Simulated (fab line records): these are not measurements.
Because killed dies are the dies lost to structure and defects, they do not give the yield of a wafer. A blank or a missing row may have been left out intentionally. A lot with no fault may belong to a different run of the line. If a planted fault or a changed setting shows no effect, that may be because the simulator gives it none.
Which tool is to blame? / flow sky130 / 11 lots, 33 wafers sampled, at 4 steps of a route of 708

WHAT THE GAUGES READ, wafer by wafer
SKY_CAP2M_OVL_MEAS_12.
lot=L762; measured=day 40 20:03; on=overlay-02; CAP2M_OVL (nm)=1.2 -0.1 0.5
lot=L763; measured=day 41 04:48; on=overlay-01; CAP2M_OVL (nm)=0.8 1.5 1.6
lot=L769; measured=day 43 01:14; on=overlay-02; CAP2M_OVL (nm)=-2.0 -2.1 -2.9
lot=L771; measured=day 43 14:01; on=overlay-01; CAP2M_OVL (nm)=-0.3 0.1 -0.7
lot=L774; measured=day 44 08:33; on=overlay-01; CAP2M_OVL (nm)=-0.5 0.2 0.7
lot=L775; measured=day 44 10:10; on=overlay-01; CAP2M_OVL (nm)=0.3 0.1 -0.2
lot=L776; measured=day 44 19:43; on=overlay-02; CAP2M_OVL (nm)=0.9 0.1 0.6
lot=L777; measured=day 44 20:22; on=overlay-02; CAP2M_OVL (nm)=-1.8 -1.1 0.3
lot=L778; measured=day 45 10:39; on=overlay-02; CAP2M_OVL (nm)=-2.6 -2.0 -3.0
lot=L780; measured=day 45 20:17; on=overlay-02; CAP2M_OVL (nm)=-0.4 -0.5 -0.5
lot=L783; measured=day 46 14:34; on=overlay-01; CAP2M_OVL (nm)=-1.3 -1.1 -1.4

SKY_VIA4_THK_MEAS_01.
lot=L762; measured=day 41 23:14; on=film metro-01; VIA4_HDPCVD_THK (nm)=1714 1733 1717
lot=L763; measured=day 42 05:47; on=film metro-02; VIA4_HDPCVD_THK (nm)=1722 1710 1742
lot=L769; measured=day 44 01:41; on=film metro-02; VIA4_HDPCVD_THK (nm)=1728 1726 1718
lot=L771; measured=day 44 14:28; on=film metro-02; VIA4_HDPCVD_THK (nm)=1739 1718 1733
lot=L774; measured=day 45 09:08; on=film metro-04; VIA4_HDPCVD_THK (nm)=1743 1761 1741
lot=L775; measured=day 45 10:46; on=film metro-04; VIA4_HDPCVD_THK (nm)=1714 1739 1718
lot=L776; measured=day 45 18:49; on=film metro-02; VIA4_HDPCVD_THK (nm)=1772 1756 1751
lot=L777; measured=day 45 19:56; on=film metro-01; VIA4_HDPCVD_THK (nm)=1744 1727 1746
lot=L778; measured=day 46 09:40; on=film metro-02; VIA4_HDPCVD_THK (nm)=1746 1724 1735
lot=L780; measured=day 46 18:29; on=film metro-01; VIA4_HDPCVD_THK (nm)=1801 1804 1801 1798 1804 1800
lot=L783; measured=day 47 12:53; on=film metro-04; VIA4_HDPCVD_THK (nm)=1789 1791 1786

TOOL THAT RAN EACH LOT (tool first, then ch and the chambers of the sampled wafers, then the start)
lot=L762; SKY_VIA3_STRIP_16=plasma asher-02 ch 0,1, day 39 18:12; SKY_VIA4_HDPCVD_00=hdpcvd-02 ch 0,1, day 41 23:02
lot=L763; SKY_VIA3_STRIP_16=plasma asher-04 ch 0,1, day 40 03:36; SKY_VIA4_HDPCVD_00=hdpcvd-01 ch 0,1,2, day 42 05:36
lot=L769; SKY_VIA3_STRIP_16=plasma asher-01 ch 0,1, day 42 00:04; SKY_VIA4_HDPCVD_00=hdpcvd-01 ch 0,2, day 44 01:31
lot=L771; SKY_VIA3_STRIP_16=plasma asher-04 ch 0,1, day 42 13:16; SKY_VIA4_HDPCVD_00=hdpcvd-02 ch 0,1,2, day 44 14:17
lot=L774; SKY_VIA3_STRIP_16=plasma asher-04 ch 0,1, day 43 09:14; SKY_VIA4_HDPCVD_00=hdpcvd-01 ch 0,1,2, day 45 08:57
lot=L775; SKY_VIA3_STRIP_16=plasma asher-02 ch 0,1, day 43 10:49; SKY_VIA4_HDPCVD_00=hdpcvd-02 ch 0,1,2, day 45 10:34
lot=L776; SKY_VIA3_STRIP_16=plasma asher-04 ch 0,1, day 43 19:17; SKY_VIA4_HDPCVD_00=hdpcvd-01 ch 0,2, day 45 18:38
lot=L777; SKY_VIA3_STRIP_16=plasma asher-01 ch 0,1, day 43 20:54; SKY_VIA4_HDPCVD_00=hdpcvd-01 ch 0,1,2, day 45 19:45
lot=L778; SKY_VIA3_STRIP_16=plasma asher-01 ch 0,1, day 44 10:51; SKY_VIA4_HDPCVD_00=hdpcvd-01 ch 1,2, day 46 09:29
lot=L780; SKY_VIA3_STRIP_16=plasma asher-02 ch 0,1, day 44 21:04; SKY_VIA4_HDPCVD_00=hdpcvd-01 ch 0,1,2, day 46 18:18
lot=L783; SKY_VIA3_STRIP_16=plasma asher-04 ch 0,1, day 45 15:26; SKY_VIA4_HDPCVD_00=hdpcvd-01 ch 0,1, day 47 12:41
- SKY_VIA3_STRIP_16: strips in O2/N2.
- SKY_VIA4_HDPCVD_00: deposits SiO2, target thk 1750 nm, time 291.7 s.

WHAT THE TOOLS THEMSELVES READ (means of the sampled wafers that have a number; where no wafer has one, the mark that the record gives instead)
SKY_VIA3_STRIP_16.
lot=L762; tool=plasma asher-02; drypump motor current A (A)=5.9; oes product au (a.u.)=0.397; strip time to endpoint s (s)=4.088
lot=L763; tool=plasma asher-04; drypump motor current A (A)=6.0; oes product au (a.u.)=0.403; strip time to endpoint s (s)=4.149
lot=L769; tool=plasma asher-01; drypump motor current A (A)=5.4; oes product au (a.u.)=0.401; strip time to endpoint s (s)=4.142
lot=L771; tool=plasma asher-04; drypump motor current A (A)=6.0; oes product au (a.u.)=0.398; strip time to endpoint s (s)=4.129
lot=L774; tool=plasma asher-04; drypump motor current A (A)=6.0; oes product au (a.u.)=0.402; strip time to endpoint s (s)=4.176
lot=L775; tool=plasma asher-02; drypump motor current A (A)=5.9; oes product au (a.u.)=0.401; strip time to endpoint s (s)=4.161
lot=L776; tool=plasma asher-04; drypump motor current A (A)=5.6; oes product au (a.u.)=0.404; strip time to endpoint s (s)=4.115
lot=L777; tool=plasma asher-01; drypump motor current A (A)=5.4; oes product au (a.u.)=0.400; strip time to endpoint s (s)=4.100
lot=L778; tool=plasma asher-01; drypump motor current A (A)=5.3; oes product au (a.u.)=0.399; strip time to endpoint s (s)=4.130
lot=L780; tool=plasma asher-02; drypump motor current A (A)=5.9; oes product au (a.u.)=0.401; strip time to endpoint s (s)=4.110
lot=L783; tool=plasma asher-04; drypump motor current A (A)=5.6; oes product au (a.u.)=0.407; strip time to endpoint s (s)=4.130

SKY_VIA4_HDPCVD_00.
lot=L762; tool=hdpcvd-02; run length s (s)=318.9
lot=L763; tool=hdpcvd-01; run length s (s)=319.5
lot=L769; tool=hdpcvd-01; run length s (s)=319.3
lot=L771; tool=hdpcvd-02; run length s (s)=318.7
lot=L774; tool=hdpcvd-01; run length s (s)=319.6
lot=L775; tool=hdpcvd-02; run length s (s)=318.8
lot=L776; tool=hdpcvd-01; run length s (s)=319.1
lot=L777; tool=hdpcvd-01; run length s (s)=319.3
lot=L778; tool=hdpcvd-01; run length s (s)=320.3
lot=L780; tool=hdpcvd-01; run length s (s)=328.4
lot=L783; tool=hdpcvd-01; run length s (s)=327.8

THE ANSWER, worked out from the rows above alone
Rule: usual is defined by the lots themselves. Put in order of their means at a reading, lots are off if they are a third of the lots or fewer, leave a main group of 4 or more, and stand apart from it by a gap of 3 or more times the standard deviation of the main group's means; of several such gaps the widest counts. A main group is skipped when, at the precision printed for the reading in the tables above, its means are all equal. Also off: a lot with no number at a reading for which 4 or more lots have one. Any other lot the step has rows for is counted as sound. After the gauges, taken in route order, come the tools' own readings; for these a lot's mean is taken, as printed above. At the first step where some lot is off, the reading lying furthest off is the one used; lots without a number count as furthest.
Off: L780, L783, at SKY_VIA4_HDPCVD_00 (run length s). Main group: mean 319.3 s, sd 0.46.
If a tool, at that step or one of the process steps before it, ran each lot that is off and ran no sound lot following the first of them, it fits. One fits: SKY_VIA4_HDPCVD_00 on hdpcvd-01. A fault onset in the window from L778 (day 46 09:29, its last sound lot) to L780 (day 46 18:18, its first lot off) fits.
The tool's own readings at SKY_VIA4_HDPCVD_00 bear it out: on the lots that are off they differ by more than 5 times the standard deviation of the sound lots' means. run length s reads 328.1 s there against 319.3 s on the sound lots.

WHAT WAS PUT IN BY THE SIMULATOR
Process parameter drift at SKY_VIA4_HDPCVD_00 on hdpcvd-01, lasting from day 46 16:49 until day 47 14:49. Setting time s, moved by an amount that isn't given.
Shown lots that were struck: L780, L783. This agrees with what the rule above found.
